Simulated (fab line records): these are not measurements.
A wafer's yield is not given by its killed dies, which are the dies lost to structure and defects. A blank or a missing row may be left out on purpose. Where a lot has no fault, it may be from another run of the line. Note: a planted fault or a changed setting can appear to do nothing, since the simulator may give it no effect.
Chamber matching + flow sky130 + cmp-01 running SKY_VIA1_CMP_02: 4 sister chambers
The step polishes SiO2. 14 wafers are shown with their chamber, then 7 later ones without.

== WAFERS WITH THEIR CHAMBER ==
| wafer  | chamber | motor_current_A (A) | slurry_filter_dp_kPa (kPa) |
|--------|---------|---------------------|----------------------------|
| L676.1 | 1       | 11.4                | 13.50                      |
| L676.2 | 0       | 13.7                | 13.92                      |
| L676.3 | 2       | 14.8                | 13.53                      |
| L677.1 | 2       | 14.3                | 13.31                      |
| L677.3 | 1       | 11.9                | 13.46                      |
| L677.4 | 3       | 11.6                | 13.76                      |
| L678.2 | 0       | 14.0                | 13.45                      |
| L678.3 | 1       | 12.0                | 13.54                      |
| L678.5 | 0       | 14.0                | 13.50                      |
| L679.2 | 2       | 14.9                | 13.35                      |
| L679.3 | 1       | 11.9                | 13.52                      |
| L679.6 | 0       | 14.1                | 13.35                      |
| L682.2 | 0       | 14.0                | 13.56                      |
| L682.4 | 1       | 12.1                | 13.31                      |

SIGNATURES (means of the wafers above)
| reading              | chamber 0 | chamber 1 | chamber 2 | chamber 3 | scatter within a chamber |
|----------------------|-----------|-----------|-----------|-----------|--------------------------|
| motor_current_A      | 13.960    | 11.860    | 14.667    | 11.600    | 0.243                    |
| slurry_filter_dp_kPa | 13.5560   | 13.4660   | 13.3967   | 13.7600   | 0.158                    |
Rule: for a wafer and a chamber, the distance is found by dividing, reading by reading, the gap between the wafer's reading and the chamber's mean by the reading's scatter, squaring, summing and taking the root. The wafer belongs to the nearest chamber; if the next one is less than 2 further off, it can't be placed. The scatter: take each reading less its chamber's mean, square it, sum over the shown wafers, divide by the number of wafers less the number of chambers, and take the root.

== WAFERS MISSING THEIR CHAMBER ==
| wafer  | motor_current_A (A) | slurry_filter_dp_kPa (kPa) |
|--------|---------------------|----------------------------|
| L682.6 | 15.1                | 13.32                      |
| L693.1 | 14.3                | 13.37                      |
| L693.3 | 14.6                | 13.51                      |
| L693.6 | 14.6                | 13.37                      |
| L695.1 | 11.8                | 13.35                      |
| L695.3 | 13.9                | 13.45                      |
| L695.4 | 14.6                | 13.38                      |

== WHICH CHAMBER EACH ONE RAN IN ==
| wafer  | from the rows above     | in truth                   |
|--------|-------------------------|----------------------------|
| L682.6 | 2                       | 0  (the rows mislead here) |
| L693.1 | can't be placed: 2 or 0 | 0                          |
| L693.3 | can't be placed: 2 or 0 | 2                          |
| L693.6 | 2                       | 2                          |
| L695.1 | can't be placed: 1 or 3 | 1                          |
| L695.3 | 0                       | 0                          |
| L695.4 | 2                       | 2                          |
Correctly placed: 3 of 7. Not placeable from these rows: 3 (in 3, the candidates include the true chamber). 1 placed wrongly.
